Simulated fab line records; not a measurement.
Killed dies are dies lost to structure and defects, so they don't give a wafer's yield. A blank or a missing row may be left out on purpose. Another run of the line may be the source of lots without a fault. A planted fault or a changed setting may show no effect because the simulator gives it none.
8D (eight disciplines) problem report, filled in by code -- flow gf180mcu -- the parts of the form that need people (team, actions taken, sign-off) are left out

## 1. THE PROBLEM
Mean of spin speed rpm at GF_PSD_COAT_02: 3549.3 rpm across 6 wafers in 2 lots; on wafers with no fault it is 3000.3 rpm (standard deviation 1.9). So: +99 or more standard deviations from the usual mean.
The step: resist thk 1000 nm.
Seen first at day 17 11:03 on litho track-03, wafer L693.1. Wafers with a number at this step in the record: 36, from 12 lots. Rule for "out" (also "out of limits"): further than 4 standard deviations from the usual mean. Any other wafer with a number is counted as sound.

## 2. WHAT IT IS; WHAT IT IS NOT
question,is,is not
which readings at this step,spin speed rpm,-
which lots,"L693, L695","L683, L685, L688, L691, L692, L696, L703, L704, L705, L706"
which wafers of those lots,all that have a number,-
read on which tools,litho track-03,"litho track-01, litho track-02"
when,from day 17 11:03,"up to then (15 sound wafers); but 15 sound wafers of L696, L703, L704, L705, L706 came after"

## 3. WHAT RULES OUT EACH SUSPECT
Counting: a tool stays on the suspect list if, at a process step up to the reading, it processed all lots that are out and no sound lot following the first of them.
- rtp anneal-01 at GF_HV_LDD_RTA_52 (time 10 s): ruled out as a lasting fault. After its first lot that is out, L693 (day 15 22:17), sound lots L696, L703, L705, L706 ran on it.
- litho track-03 at GF_PSD_COAT_02 (resist thk 1000 nm): ruled out as a lasting fault. After its first lot that is out, L693 (day 17 11:03), sound lots L703, L706 ran on it.
Left after counting: nothing in the record.

## 4. THE CAUSE (what the simulator had put in)
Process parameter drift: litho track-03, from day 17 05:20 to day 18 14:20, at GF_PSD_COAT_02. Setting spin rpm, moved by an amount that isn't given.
Counting ruled it out, wrongly.

## 5. THE EFFECT CHAIN, in route order
One row per reading whose mean, taken over the struck wafers that have a number, lies over 3 standard deviations from the usual. Only readings whose record carries a usual standard deviation are examined. hours: median over the lots of the time between each lot's start at the first step of this table that gives one and its start at this step. sigmas: the change, counted in usual standard deviations.
hours,step,reading,usual,on struck wafers,change,sigmas
0,GF_PSD_COAT_02,spin speed rpm,3000.3 rpm,3549.3,+549.0,+99 or more
12,GF_PSD_STRIP_10,strip time to endpoint s,16.52 s,15.62,-0.90,-27
Process steps it contains:
- GF_PSD_COAT_02: resist thk 1000 nm.
- GF_PSD_STRIP_10: strips in O2/N2.
At these later measuring or inspecting steps, every struck wafer for which the step has a row has a number for every such reading, and none has moved that far: GF_PSD_CD_MEAS_07, GF_CONTACT_THK_MEAS_01.

## 6. HOW IT WOULD HAVE BEEN CAUGHT EARLIER
First out-of-limits reading in this record: day 17 11:03, which is 6 hours after fault onset at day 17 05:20.
